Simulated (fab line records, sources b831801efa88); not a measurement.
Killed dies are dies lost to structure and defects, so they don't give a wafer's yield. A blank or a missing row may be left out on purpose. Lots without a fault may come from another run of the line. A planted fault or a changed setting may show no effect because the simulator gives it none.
Chamber matching | flow sky130 | SKY_FIELD_ISO_CMP_27 on cmp-01: 4 sister chambers
The step polishes, stops on Si3N4, t overpolish 16 s, target thk 457.8 nm. 8 wafers are shown with their chamber, then 8 later ones without.

WAFERS WITH THEIR CHAMBER
wafer  | chamber | time_to_endpoint_s (s) | motor_current_A (A)
L670.4 | 2       | 127                    | 12.1
L670.6 | 3       | 121                    | 11.8
L673.3 | 0       | 107                    | 11.7
L673.5 | 2       | 117                    | 12.3
L684.3 | 3       | 120                    | 11.6
L684.5 | 0       | 111                    | 12.5
L684.6 | 1       | 108                    | 12.2
L686.1 | 1       | 104                    | 12.0

WAFERS WITHOUT THEIR CHAMBER
wafer  | time_to_endpoint_s (s) | motor_current_A (A)
L686.4 | 126                    | 11.9
L686.5 | 127                    | 11.1
L687.4 | 117                    | 12.1
L687.5 | 108                    | 12.6
L687.6 | 123                    | 11.6
L690.2 | 125                    | 11.4
L690.4 | 115                    | 12.8
L690.5 | 102                    | 11.7

WHICH CHAMBER EACH WENT THROUGH
wafer  | from the rows above               | in truth
L686.4 | can't be placed: 2 or 3           | 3
L686.5 | can't be placed: 3 or 2           | 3
L687.4 | can't be placed: 2 or 3 or 0 or 1 | 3
L687.5 | can't be placed: 0 or 1           | 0
L687.6 | can't be placed: 3 or 2           | 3
L690.2 | can't be placed: 3 or 2           | 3
L690.4 | can't be placed: 2 or 0 or 1 or 3 | 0
L690.5 | can't be placed: 1 or 0           | 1
Placed correctly: 0 of 8. Can't be placed from these rows: 8 (the true chamber is among the candidates in 8). Placed wrongly: 0.
How it was worked out, from the rows above alone: a wafer's distance from a chamber is the root of the sum, over the readings, of the square of ((its reading less the chamber's mean) divided by the reading's scatter). The wafer belongs to the nearest chamber; if the next one is less than 2 further off, it can't be placed. A chamber's mean is the mean of its shown wafers. The scatter: the root of (the sum of the squares of (reading less its chamber's mean) over the shown wafers, divided by (wafers less chambers)).
